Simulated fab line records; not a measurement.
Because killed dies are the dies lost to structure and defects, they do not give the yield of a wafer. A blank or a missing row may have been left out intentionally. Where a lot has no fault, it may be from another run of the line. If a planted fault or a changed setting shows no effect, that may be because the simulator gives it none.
Which tool did it? || flow sky130 || at 1 step of a route of 708, 11 lots with 31 wafers sampled

WHAT EACH GAUGE READ, for each wafer
SKY_LI_CONTACT_OVL_MEAS_13.
{"lot": "L531", "measured": "day 29 17:49", "on": "overlay-01", "LI_CONTACT_OVL (nm)": "-6 -8 -10"}
{"lot": "L532", "measured": "day 30 05:07", "on": "overlay-01", "LI_CONTACT_OVL (nm)": "-9 -5 -7"}
{"lot": "L533", "measured": "day 30 11:29", "on": "overlay-02", "LI_CONTACT_OVL (nm)": "-12 -7 -13"}
{"lot": "L534", "measured": "day 31 03:58", "on": "overlay-02", "LI_CONTACT_OVL (nm)": "-6 -8 -5"}
{"lot": "L536", "measured": "day 32 00:13", "on": "overlay-02", "LI_CONTACT_OVL (nm)": "5 3 1"}
{"lot": "L537", "measured": "day 32 08:56", "on": "overlay-02", "LI_CONTACT_OVL (nm)": "-4 1 -4"}
{"lot": "L539", "measured": "day 32 18:44", "on": "overlay-02", "LI_CONTACT_OVL (nm)": "-2 -1 1"}
{"lot": "L540", "measured": "day 32 22:44", "on": "overlay-02", "LI_CONTACT_OVL (nm)": "1 -5 -11"}
{"lot": "L541", "measured": "day 33 11:10", "on": "overlay-02", "LI_CONTACT_OVL (nm)": "-3 -9 -3"}
{"lot": "L545", "measured": "day 34 11:53", "on": "overlay-02", "LI_CONTACT_OVL (nm)": "-9 -3"}
{"lot": "L550", "measured": "day 35 23:54", "on": "overlay-02", "LI_CONTACT_OVL (nm)": "4 -5"}

TOOL THAT RAN EACH LOT (tool first, then ch and the chambers of the sampled wafers, then the start)
The record shows no process step preceding these readings.

THE ANSWER, worked out from the rows above alone
Rule: the lots themselves supply what counts as usual. Put in order of their means at a reading, lots are off if they are a third of the lots or fewer, leave a main group of 4 or more, and stand apart from it by a gap of 3 or more times the standard deviation of the main group's means; of several such gaps the widest counts. Not used: any main group whose means are identical at the precision the tables above print for the reading. Also off: a lot with no number at a reading for which 4 or more lots have one. Any other lot the step has rows for is counted as sound.
No lot is off on any of the readings shown, so nothing can be concluded from this.

WHAT THE SIMULATOR HAD INSERTED
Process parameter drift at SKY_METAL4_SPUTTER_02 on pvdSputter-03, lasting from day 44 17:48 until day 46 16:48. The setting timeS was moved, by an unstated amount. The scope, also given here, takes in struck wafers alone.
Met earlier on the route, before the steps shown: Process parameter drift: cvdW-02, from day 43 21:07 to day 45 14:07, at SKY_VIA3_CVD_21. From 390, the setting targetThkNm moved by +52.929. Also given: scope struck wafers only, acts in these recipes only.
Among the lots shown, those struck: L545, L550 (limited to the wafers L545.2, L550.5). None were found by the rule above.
